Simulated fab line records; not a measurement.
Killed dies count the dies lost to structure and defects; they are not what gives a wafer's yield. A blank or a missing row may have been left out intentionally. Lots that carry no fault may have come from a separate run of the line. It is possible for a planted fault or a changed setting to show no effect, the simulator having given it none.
Which of the tools did it? || flow sky130 || 13 lots with 39 wafers sampled at 4 steps, on a route of 708 steps

== WHAT EACH GAUGE READ, for each wafer ==
SKY_METAL2_OVL_MEAS_16. Usual: METAL2_OVL -2 nm, standard deviation 4.7.
{"lot": "L394", "measured": "day 35 03:04", "on": "overlay-02", "METAL2_OVL (nm)": "5 5 -4", "flag": ""}
{"lot": "L395", "measured": "day 35 21:19", "on": "overlay-02", "METAL2_OVL (nm)": "-10 -9 -12", "flag": ""}
{"lot": "L396", "measured": "day 36 02:34", "on": "overlay-01", "METAL2_OVL (nm)": "-4 -3 -5", "flag": ""}
{"lot": "L397", "measured": "day 36 05:52", "on": "overlay-02", "METAL2_OVL (nm)": "4 6 4", "flag": ""}
{"lot": "L399", "measured": "day 36 23:03", "on": "overlay-01", "METAL2_OVL (nm)": "-6 2 -1", "flag": ""}
{"lot": "L400", "measured": "day 37 04:22", "on": "overlay-01", "METAL2_OVL (nm)": "-2 0 0", "flag": ""}
{"lot": "L401", "measured": "day 37 06:28", "on": "overlay-01", "METAL2_OVL (nm)": "0 -1 1", "flag": ""}
{"lot": "L402", "measured": "day 37 11:54", "on": "overlay-02", "METAL2_OVL (nm)": "-7 -8 -8", "flag": ""}
{"lot": "L403", "measured": "day 37 18:46", "on": "overlay-02", "METAL2_OVL (nm)": "-12 -3 -7", "flag": ""}
{"lot": "L412", "measured": "day 40 13:18", "on": "overlay-02", "METAL2_OVL (nm)": "-8 -4 -4", "flag": ""}
{"lot": "L413", "measured": "day 40 18:01", "on": "overlay-01", "METAL2_OVL (nm)": "5 -2 -3", "flag": ""}
{"lot": "L414", "measured": "day 41 04:10", "on": "overlay-02", "METAL2_OVL (nm)": "-3 -3 4", "flag": ""}
{"lot": "L417", "measured": "day 42 00:52", "on": "overlay-01", "METAL2_OVL (nm)": "-2 3 -2", "flag": ""}

SKY_CAPM_THK_MEAS_01. Usual: CAPM_CVD_00_THK 15.63 nm, standard deviation 0.22.
{"lot": "L394", "measured": "day 36 08:14", "on": "film-metro-04", "CAPM_CVD_00_THK (nm)": "15.39 15.67 15.66", "flag": ""}
{"lot": "L395", "measured": "day 37 01:59", "on": "film-metro-02", "CAPM_CVD_00_THK (nm)": "15.71 15.76 15.78", "flag": ""}
{"lot": "L396", "measured": "day 37 07:10", "on": "film-metro-01", "CAPM_CVD_00_THK (nm)": "15.60 15.66 15.76", "flag": ""}
{"lot": "L397", "measured": "day 37 10:38", "on": "film-metro-02", "CAPM_CVD_00_THK (nm)": "15.59 15.48 15.92", "flag": ""}
{"lot": "L399", "measured": "day 38 03:54", "on": "film-metro-04", "CAPM_CVD_00_THK (nm)": "15.75 15.44 16.15", "flag": ""}
{"lot": "L400", "measured": "day 38 09:32", "on": "film-metro-01", "CAPM_CVD_00_THK (nm)": "15.18 15.59 15.79", "flag": ""}
{"lot": "L401", "measured": "day 38 10:55", "on": "film-metro-04", "CAPM_CVD_00_THK (nm)": "15.31 15.60 15.60", "flag": ""}
{"lot": "L402", "measured": "day 38 16:35", "on": "film-metro-04", "CAPM_CVD_00_THK (nm)": "15.66 15.81 15.62", "flag": ""}
{"lot": "L403", "measured": "day 38 22:56", "on": "film-metro-01", "CAPM_CVD_00_THK (nm)": "15.64 15.69 15.58", "flag": ""}
{"lot": "L412", "measured": "day 41 16:50", "on": "film-metro-02", "CAPM_CVD_00_THK (nm)": "18.42 18.49 18.96", "flag": "OFF"}
{"lot": "L413", "measured": "day 41 20:59", "on": "film-metro-02", "CAPM_CVD_00_THK (nm)": "18.49 18.58 18.54", "flag": "OFF"}
{"lot": "L414", "measured": "day 42 07:44", "on": "film-metro-02", "CAPM_CVD_00_THK (nm)": "18.58 18.62 18.97", "flag": "OFF"}
{"lot": "L417", "measured": "day 43 03:51", "on": "film-metro-01", "CAPM_CVD_00_THK (nm)": "15.80 15.69 15.71", "flag": ""}

== WHICH TOOL RAN EACH LOT (tool, then ch and the chambers of the sampled wafers, then the start) ==
{"lot": "L394", "SKY_VIA2_CVD_21": "cvd-w-02 ch 0,1, day 36 07:28", "SKY_METAL3_SPUTTER_00": "pvd-sputter-04, day 36 08:04"}
{"lot": "L395", "SKY_VIA2_CVD_21": "cvd-w-02 ch 0,1, day 37 01:11", "SKY_METAL3_SPUTTER_00": "pvd-sputter-04, day 37 01:45"}
{"lot": "L396", "SKY_VIA2_CVD_21": "cvd-w-01 ch 0,1, day 37 06:23", "SKY_METAL3_SPUTTER_00": "pvd-sputter-04, day 37 06:56"}
{"lot": "L397", "SKY_VIA2_CVD_21": "cvd-w-01 ch 0,1, day 37 09:53", "SKY_METAL3_SPUTTER_00": "pvd-sputter-02, day 37 10:26"}
{"lot": "L399", "SKY_VIA2_CVD_21": "cvd-w-01 ch 0, day 38 02:59", "SKY_METAL3_SPUTTER_00": "pvd-sputter-02, day 38 03:44"}
{"lot": "L400", "SKY_VIA2_CVD_21": "cvd-w-02 ch 0,1, day 38 08:47", "SKY_METAL3_SPUTTER_00": "pvd-sputter-02, day 38 09:21"}
{"lot": "L401", "SKY_VIA2_CVD_21": "cvd-w-02 ch 0,1, day 38 10:07", "SKY_METAL3_SPUTTER_00": "pvd-sputter-02, day 38 10:43"}
{"lot": "L402", "SKY_VIA2_CVD_21": "cvd-w-02 ch 1, day 38 15:47", "SKY_METAL3_SPUTTER_00": "pvd-sputter-02, day 38 16:24"}
{"lot": "L403", "SKY_VIA2_CVD_21": "cvd-w-01 ch 0,1, day 38 22:08", "SKY_METAL3_SPUTTER_00": "pvd-sputter-04, day 38 22:45"}
{"lot": "L412", "SKY_VIA2_CVD_21": "cvd-w-02 ch 0,1, day 41 15:44", "SKY_METAL3_SPUTTER_00": "pvd-sputter-04, day 41 16:39"}
{"lot": "L413", "SKY_VIA2_CVD_21": "cvd-w-02 ch 0,1, day 41 20:12", "SKY_METAL3_SPUTTER_00": "pvd-sputter-01, day 41 20:49"}
{"lot": "L414", "SKY_VIA2_CVD_21": "cvd-w-02 ch 0,1, day 42 06:57", "SKY_METAL3_SPUTTER_00": "pvd-sputter-02, day 42 07:34"}
{"lot": "L417", "SKY_VIA2_CVD_21": "cvd-w-02 ch 0,1, day 43 03:01", "SKY_METAL3_SPUTTER_00": "pvd-sputter-01, day 43 03:38"}
- SKY_VIA2_CVD_21: deposits W, target thk 420 nm, time 126.4 s.
- SKY_METAL3_SPUTTER_00: material Ti, target thk 15 nm, time 10 s.

== AS READ BY THE TOOLS THEMSELVES (means over the sampled wafers that have a number; for cases with no such wafer, the mark the record gives instead) ==
SKY_VIA2_CVD_21. Usual: heater-power-w at 801 W, with a standard deviation of 54.
{"lot": "L394", "tool": "cvd-w-02", "heater-power-w (W)": 846, "flag": ""}
{"lot": "L395", "tool": "cvd-w-02", "heater-power-w (W)": 864, "flag": ""}
{"lot": "L396", "tool": "cvd-w-01", "heater-power-w (W)": 800, "flag": ""}
{"lot": "L397", "tool": "cvd-w-01", "heater-power-w (W)": 816, "flag": ""}
{"lot": "L399", "tool": "cvd-w-01", "heater-power-w (W)": 790, "flag": ""}
{"lot": "L400", "tool": "cvd-w-02", "heater-power-w (W)": 809, "flag": ""}
{"lot": "L401", "tool": "cvd-w-02", "heater-power-w (W)": 826, "flag": ""}
{"lot": "L402", "tool": "cvd-w-02", "heater-power-w (W)": 769, "flag": ""}
{"lot": "L403", "tool": "cvd-w-01", "heater-power-w (W)": 812, "flag": ""}
{"lot": "L412", "tool": "cvd-w-02", "heater-power-w (W)": 789, "flag": ""}
{"lot": "L413", "tool": "cvd-w-02", "heater-power-w (W)": 770, "flag": ""}
{"lot": "L414", "tool": "cvd-w-02", "heater-power-w (W)": 764, "flag": ""}
{"lot": "L417", "tool": "cvd-w-02", "heater-power-w (W)": 773, "flag": ""}

SKY_METAL3_SPUTTER_00. Usual: throttle-valve-pct at 30.2 %, with a standard deviation of 1.2.
{"lot": "L394", "tool": "pvd-sputter-04", "throttle-valve-pct (%)": 29.2, "flag": ""}
{"lot": "L395", "tool": "pvd-sputter-04", "throttle-valve-pct (%)": 30.2, "flag": ""}
{"lot": "L396", "tool": "pvd-sputter-04", "throttle-valve-pct (%)": 29.9, "flag": ""}
{"lot": "L397", "tool": "pvd-sputter-02", "throttle-valve-pct (%)": 29.8, "flag": ""}
{"lot": "L399", "tool": "pvd-sputter-02", "throttle-valve-pct (%)": 29.8, "flag": ""}
{"lot": "L400", "tool": "pvd-sputter-02", "throttle-valve-pct (%)": 29.7, "flag": ""}
{"lot": "L401", "tool": "pvd-sputter-02", "throttle-valve-pct (%)": 30.1, "flag": ""}
{"lot": "L402", "tool": "pvd-sputter-02", "throttle-valve-pct (%)": 30.2, "flag": ""}
{"lot": "L403", "tool": "pvd-sputter-04", "throttle-valve-pct (%)": 29.3, "flag": ""}
{"lot": "L412", "tool": "pvd-sputter-04", "throttle-valve-pct (%)": 30.2, "flag": ""}
{"lot": "L413", "tool": "pvd-sputter-01", "throttle-valve-pct (%)": 30.7, "flag": ""}
{"lot": "L414", "tool": "pvd-sputter-02", "throttle-valve-pct (%)": 29.3, "flag": ""}
{"lot": "L417", "tool": "pvd-sputter-01", "throttle-valve-pct (%)": 31.9, "flag": ""}

== THE ANSWER, worked out from the rows above alone ==
Rule: a lot counts as off when the mean over its wafers that have a number is more than 3 standard deviations away from the usual mean. Also off: a lot with no number at a reading for which 4 or more lots have one. The other lots that the step has rows for count as sound. First the gauges in route order, then the tools' own readings, where a lot's mean is used as printed above. The first step at which some lot is off is used, and at that step the reading that is off furthest; a lot without a number counts as furthest.
Off: at SKY_CAPM_THK_MEAS_01 (CAPM_CVD_00_THK), L412, L413, L414.
A tool fits if, at a process step before that reading, it ran every lot that is off, and no sound lot after the first of them. Those tools and the gauges at SKY_CAPM_THK_MEAS_01 are tried in the same way. One candidate fits, namely film-metro-02 at SKY_CAPM_THK_MEAS_01. A fault onset in the window from L397 (day 37 10:38, its last sound lot) to L412 (day 41 16:50, its first lot off) fits.

== WHAT HAD BEEN PUT IN BY THE SIMULATOR ==
Metrology matching offset: film-metro-02, from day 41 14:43 on, at SKY_CAPM_THK_MEAS_01. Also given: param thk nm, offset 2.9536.
Shown lots that were struck: L412, L413, L414. The rule above found the same.
